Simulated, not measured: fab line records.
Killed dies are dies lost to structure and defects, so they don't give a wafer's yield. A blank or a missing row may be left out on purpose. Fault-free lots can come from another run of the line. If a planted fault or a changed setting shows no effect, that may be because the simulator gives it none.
One fault through the eyes of 2 desks | flow gf180mcu | what lay behind the numbers comes last; until then each desk has only its own

== FOR THE TOOL OWNER'S DESK: cvd_w-02 ==
The tool's own readings at GF_V3_CVD_23 (deposits W, target thk 350 nm, time 104.9 s): means of the sampled wafers that have a number, for each lot that ran on this tool. Any lot whose mean is over 4 standard deviations away from the usual mean is out of limits and marked OUT; that distance is given in the brackets.
Columns: A = heater_power_w at GF_V3_CVD_23, usual 897 W
lot  | first seen here | A
L768 | day 23 20:46    | 865
L771 | day 24 14:36    | 864
L772 | day 25 07:34    | 892
L774 | day 25 22:11    | 869
L780 | day 27 13:30    | 882
L781 | day 28 00:40    | 877
This desk's finding: nothing out of limits on any of the 6 lots.

== METROLOGY DESK ==
What the gauges read, lot by lot, whatever tool the lot ran on: means of the sampled wafers that have a number. Any lot whose mean is over 4 standard deviations away from the usual mean is out of limits and marked OUT; that distance is given in the brackets.
Columns: A = V3_BOW at GF_V3_BOW_MEAS_05, usual 115 um; B = V3_W_RS at GF_V3_RS_MEAS_24, usual 0.326 ohm/sq
lot  | first seen here | A   | B
L767 | day 22 04:01    | 116 | 0.323
L768 | day 22 20:59    | 118 | 0.330
L770 | day 23 10:46    | 104 | 0.326
L771 | day 23 14:32    | 117 | 0.330
L772 | day 24 08:21    | 118 | 0.333
L773 | day 24 15:16    | 121 | 0.327
L774 | day 24 23:02    | 107 | 0.328
L780 | day 26 15:17    | 108 | 0.169 (-37) OUT
L781 | day 27 03:14    | 115 | 0.169 (-37) OUT
L784 | day 27 23:53    | 116 | 0.328
L785 | day 28 03:04    | 109 | 0.327
L786 | day 28 14:55    | 123 | 0.327
L789 | day 29 15:46    | 114 | 0.326
Finding of this desk: L780, L781 out of limits, first seen on L780 at day 27 13:37 (V3_W_RS at GF_V3_RS_MEAS_24). L767, L768, L770, L771, L772, L773, L774, L784, L785, L786, L789 stayed within limits.

== BROUGHT TOGETHER ==
The metrology desk could have raised an alarm at day 27 13:37, on L780, L781.
Nothing out of limits was seen by the tool owner's desk.
Tool owner's desk: L780, L781 on record, inside its limits.
On cvd_w-02, each named lot ran GF_V3_CVD_23.

== WHAT THE SIMULATOR HAD INSERTED ==
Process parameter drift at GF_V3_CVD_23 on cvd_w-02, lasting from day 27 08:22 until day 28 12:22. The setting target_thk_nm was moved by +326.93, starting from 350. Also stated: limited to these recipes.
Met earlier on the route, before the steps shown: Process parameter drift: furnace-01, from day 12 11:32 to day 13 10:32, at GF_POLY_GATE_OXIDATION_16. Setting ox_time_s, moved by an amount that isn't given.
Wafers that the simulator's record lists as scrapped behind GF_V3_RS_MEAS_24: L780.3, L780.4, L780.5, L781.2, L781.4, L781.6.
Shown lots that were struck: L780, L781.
Per desk, hours elapsed from the start of the fault to the first reading out of limits: for the metrology desk, 5.
